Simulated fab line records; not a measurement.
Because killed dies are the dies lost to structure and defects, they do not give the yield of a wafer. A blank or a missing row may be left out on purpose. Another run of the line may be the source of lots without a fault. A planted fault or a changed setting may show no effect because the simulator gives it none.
The tool behind it: which one?	flow gf180mcu	12 lots with 36 wafers sampled at 6 steps, on a route of 602 steps

== WHAT THE GAUGES READ, wafer by wafer ==
GF_POLY_GATE_THK_MEAS_01.
lot	measured	on	POLY_GATE_CVD_00_THK (nm)
L159	day 8 13:17	filmMetro-02	204.2 205.1 204.0
L164	day 10 04:59	filmMetro-04	201.3 200.3 199.9
L165	day 10 11:23	filmMetro-03	202.2 201.7 200.5
L167	day 10 19:23	filmMetro-02	198.2 199.8 200.0
L168	day 11 07:35	filmMetro-03	201.2 202.7 200.7
L171	day 12 03:33	filmMetro-03	199.5 199.8 200.5
L173	day 12 15:24	filmMetro-03	199.6 199.5 200.2
L176	day 13 10:41	filmMetro-02	200.0 198.6 197.7
L177	day 13 17:58	filmMetro-03	139.2 140.0 139.2 139.1 139.9 139.2
L178	day 14 06:07	filmMetro-02	138.9 137.6 139.7 138.9 137.5 139.6
L180	day 14 17:53	filmMetro-04	199.7 198.0 197.6
L181	day 15 00:10	filmMetro-03	198.7 196.0 198.0

GF_POLY_GATE_THK_MEAS_17.
lot	measured	on	POLY_GATE_OXIDATION_THK (nm)
L159	day 9 08:32	filmMetro-03	4.02 3.98 3.94
L164	day 11 00:43	filmMetro-02	4.15 4.08 3.98
L165	day 11 07:32	filmMetro-02	4.02 4.08 4.06
L167	day 11 16:10	filmMetro-04	4.02 4.07 3.96
L168	day 12 04:13	filmMetro-03	3.99 4.08 4.02
L171	day 13 00:46	filmMetro-04	4.11 4.12 4.07
L173	day 13 13:07	filmMetro-03	4.01 4.16 4.05
L176	day 14 09:37	filmMetro-03	4.06 4.13 4.08
L177	day 14 17:04	filmMetro-04	4.00 4.00 4.06
L178	day 15 05:22	filmMetro-02	4.00 4.00 4.03
L180	day 15 17:14	filmMetro-03	4.04 3.99 4.04
L181	day 16 00:20	filmMetro-03	3.96 3.96 4.02

GF_NSD_TW_MEAS_12.
lot	measured	on	NSD_TW
L159	day 13 09:53	filmMetro-02	4260 4281 4276
L164	day 15 11:35	filmMetro-03	4251 4295 4260
L165	day 15 18:13	filmMetro-03	4281 4281 4267
L167	day 16 03:47	filmMetro-01	4265 4253 4273
L168	day 16 16:56	filmMetro-01	4248 4268 4249
L171	day 17 19:20	filmMetro-01	4267 4294 4283
L173	day 18 06:46	filmMetro-03	4228 4237 4229
L176	day 19 06:07	filmMetro-02	4247 4202 4240
L177	day 19 12:55	filmMetro-02	4230 4206 4228
L178	day 20 03:19	filmMetro-01	4253 4225 4246
L180	day 20 17:29	filmMetro-02	4271 4266 4256
L181	day 21 01:43	filmMetro-02	4240 4256 4264

== TOOL THAT RAN EACH LOT (tool first, then ch and the chambers of the sampled wafers, then the start) ==
lot	GF_POLY_GATE_CVD_00	GF_POLY_GATE_ETCH_12	GF_POLY_GATE_ETCH_13
L159	lpcvd-02 ch 1, day 8 11:57	rieDiel-02 ch 1,2, day 9 06:37	rieSi-01 ch 0,1,2, day 9 06:40
L164	lpcvd-02 ch 1, day 10 03:40	rieDiel-02 ch 0,1,3, day 10 23:13	rieSi-02 ch 1,2,3, day 10 23:16
L165	lpcvd-02 ch 1, day 10 09:22	rieDiel-04 ch 0,2,3, day 11 05:58	rieSi-02 ch 0,3, day 11 06:01
L167	lpcvd-01 ch 1, day 10 18:01	rieDiel-03 ch 1,3, day 11 14:07	rieSi-02 ch 1,3, day 11 14:10
L168	lpcvd-02 ch 1, day 11 06:14	rieDiel-04 ch 0,1,2, day 12 02:41	rieSi-01 ch 0,2,3, day 12 02:44
L171	lpcvd-02 ch 0, day 12 02:12	rieDiel-03 ch 1,3, day 12 23:16	rieSi-02 ch 0,2,3, day 12 23:19
L173	lpcvd-01 ch 1, day 12 14:04	rieDiel-04 ch 0,1,3, day 13 11:37	rieSi-01 ch 0,2,3, day 13 11:40
L176	lpcvd-01 ch 0, day 13 09:22	rieDiel-02 ch 1,2,3, day 14 08:07	rieSi-01 ch 0,1, day 14 08:10
L177	lpcvd-02 ch 1, day 13 16:37	rieDiel-02 ch 2,3, day 14 15:33	rieSi-02 ch 0,1, day 14 15:37
L178	lpcvd-02 ch 1, day 14 04:46	rieDiel-03 ch 1,2,3, day 15 03:26	rieSi-01 ch 0,1,2, day 15 03:29
L180	lpcvd-01 ch 0, day 14 16:32	rieDiel-02 ch 0,2, day 15 15:22	rieSi-02 ch 0,2,3, day 15 15:25
L181	lpcvd-01 ch 0, day 14 22:50	rieDiel-04 ch 1,2,3, day 15 22:41	rieSi-02 ch 0,2,3, day 15 22:44
- GF_POLY_GATE_CVD_00: deposits poly-Si, target thk 200 nm, time 1200 s.
- GF_POLY_GATE_ETCH_12: etches BARC in N2/H2.
- GF_POLY_GATE_ETCH_13: etches poly-Si in HBr/Cl2, stops on SiO2, target depth 198.5 nm, time 69.6 s.

== AS READ BY THE TOOLS THEMSELVES (means over the sampled wafers that have a number; for cases with no such wafer, the mark the record gives instead) ==
GF_POLY_GATE_CVD_00.
lot	tool	pressureMtorr (mTorr)
L159	lpcvd-02	200.1
L164	lpcvd-02	200.2
L165	lpcvd-02	200.3
L167	lpcvd-01	200.5
L168	lpcvd-02	200.4
L171	lpcvd-02	200.2
L173	lpcvd-01	200.0
L176	lpcvd-01	200.0
L177	lpcvd-02	99.7
L178	lpcvd-02	100.1
L180	lpcvd-01	200.4
L181	lpcvd-01	199.2

GF_POLY_GATE_ETCH_12.
lot	tool	drypumpMotorCurrentA (A)	oesProductAu (a.u.)	throttleValvePct (%)
L159	rieDiel-02	5.4	0.729	13.200
L164	rieDiel-02	5.5	0.733	13.218
L165	rieDiel-04	5.6	0.734	13.210
L167	rieDiel-03	5.6	0.733	13.227
L168	rieDiel-04	5.6	0.733	13.214
L171	rieDiel-03	5.6	0.733	13.213
L173	rieDiel-04	5.5	0.738	13.207
L176	rieDiel-02	5.3	0.737	13.227
L177	rieDiel-02	5.0	0.739	13.219
L178	rieDiel-03	5.9	0.738	13.210
L180	rieDiel-02	5.6	0.737	13.218
L181	rieDiel-04	5.8	0.738	13.213

GF_POLY_GATE_ETCH_13.
lot	tool	drypumpMotorCurrentA (A)	oesProductAu (a.u.)	throttleValvePct (%)
L159	rieSi-01	5.3	1.000	33.695
L164	rieSi-02	5.8	0.995	33.687
L165	rieSi-02	6.3	1.003	33.689
L167	rieSi-02	6.1	0.987	33.687
L168	rieSi-01	5.1	0.993	33.680
L171	rieSi-02	5.9	0.992	33.685
L173	rieSi-01	5.1	0.995	33.679
L176	rieSi-01	5.6	0.995	33.678
L177	rieSi-02	5.7	0.783	33.679
L178	rieSi-01	5.3	0.776	33.691
L180	rieSi-02	5.9	0.994	33.681
L181	rieSi-02	5.9	0.987	33.684

== THE ANSWER, worked out from the rows above alone ==
Rule: usual is defined by the lots themselves. Put in order of their means at a reading, lots are off if they are a third of the lots or fewer, leave a main group of 4 or more, and stand apart from it by a gap of 3 or more times the standard deviation of the main group's means; of several such gaps the widest counts. If all means in a main group match to the digits the tables above print for the reading, that group is not used. Also off: a lot with no number at a reading for which 4 or more lots have one. Where the step has rows for the other lots, those lots are counted as sound. The gauges are gone through in route order, then the tools' own readings, and for those a lot's mean is taken as printed above. At the first step where some lot is off, the reading lying furthest off is the one used; lots without a number count as furthest.
Off: L177, L178, seen at GF_POLY_GATE_THK_MEAS_01 (POLY_GATE_CVD_00_THK). Main group: mean 200.2 nm, sd 1.9.
If a tool, at a process step before that reading, ran all the lots that are off and no sound lot after the first of them, it fits. Not tried: the gauges at GF_POLY_GATE_THK_MEAS_01; whatever is off there is also off at GF_POLY_GATE_CVD_00, on other tools, and gauge error can't account for it. One fits: lpcvd-02 at GF_POLY_GATE_CVD_00. A fault onset in the window from L171 (day 12 02:12, its last sound lot) to L177 (day 13 16:37, its first lot off) fits.
On the lots that are off, the tool's own readings at GF_POLY_GATE_CVD_00 differ by more than 5 times the standard deviation of the sound lots' means, which bears it out; pressureMtorr reads 99.9 mTorr there versus 200.1 mTorr on the sound lots.

== WHAT THE SIMULATOR PUT IN ==
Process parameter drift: lpcvd-02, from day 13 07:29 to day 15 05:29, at GF_POLY_GATE_CVD_00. From 200, the setting pressureMtorr moved by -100. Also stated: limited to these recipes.
Struck lots among those shown: L177, L178. The rule above found the same.
